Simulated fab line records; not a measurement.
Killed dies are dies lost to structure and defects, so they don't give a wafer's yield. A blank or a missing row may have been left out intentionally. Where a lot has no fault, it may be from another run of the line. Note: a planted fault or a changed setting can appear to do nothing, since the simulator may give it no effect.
2 desks, one fault -- flow sky130 -- each desk holds nothing but its own numbers, with what lay behind them at the end

AT THE TOOL OWNER'S DESK: litho track-04
The tool's own readings at SKY_PAD_OPEN_COAT_02 (resist thk 3000 nm): means of the sampled wafers that have a number, for each lot that ran on this tool. A lot is out of limits, marked OUT, if its mean lies more than 4 standard deviations from the usual mean; the brackets give that distance.
Columns: A = spin speed rpm at SKY_PAD_OPEN_COAT_02, usual 1999.8 rpm
lot,first seen here,A
L245,day 45 12:50,2001.0
L246,day 45 19:52,1998.5
L248,day 46 10:07,2000.9
L253,day 47 08:37,2045.0 (+30) OUT
L258,day 48 09:29,2046.1 (+31) OUT
This desk's verdict: out of limits on L253, L258, starting with L253 at day 47 08:37 (spin speed rpm at SKY_PAD_OPEN_COAT_02). Within limits: L245, L246, L248.

THE METROLOGY DESK
Lot by lot, what the gauges showed, no matter which tool ran the lot: averages of those sampled wafers that carry a number. A lot is out of limits, marked OUT, if its mean lies more than 4 standard deviations from the usual mean; the brackets give that distance.
Columns: A = cd nm at SKY_METAL3_CD_MEAS_13, usual 300.3 nm
lot,first seen here,A
L244,day 38 21:05,302.6
L245,day 38 21:11,301.1
L246,day 39 07:01,301.5
L247,day 39 07:15,300.1
L248,day 40 00:40,299.9
L251,day 40 14:01,300.6
L250,day 40 15:11,300.8
L253,day 41 00:19,297.6
L258,day 42 07:38,300.7
L261,day 43 15:23,299.7
L262,day 43 21:22,300.4
L264,day 44 00:22,300.3
This desk's finding: nothing out of limits on any of the 12 lots.

TAKEN TOGETHER
An alarm could have come from the tool owner's desk at day 47 08:37, on L253, L258.
The metrology desk saw nothing out of limits.
The metrology desk has L253, L258 on record, within its limits.
SKY_PAD_OPEN_COAT_02 was run on litho track-04 by each of the lots named.

WHAT THE SIMULATOR PUT IN
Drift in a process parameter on litho track-04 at SKY_PAD_OPEN_COAT_02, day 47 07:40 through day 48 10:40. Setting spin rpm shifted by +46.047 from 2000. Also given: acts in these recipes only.
Shown lots that were struck: L253, L258.
Delay in hours, fault start to first out-of-limits reading, by desk: the tool owner's desk at 1.
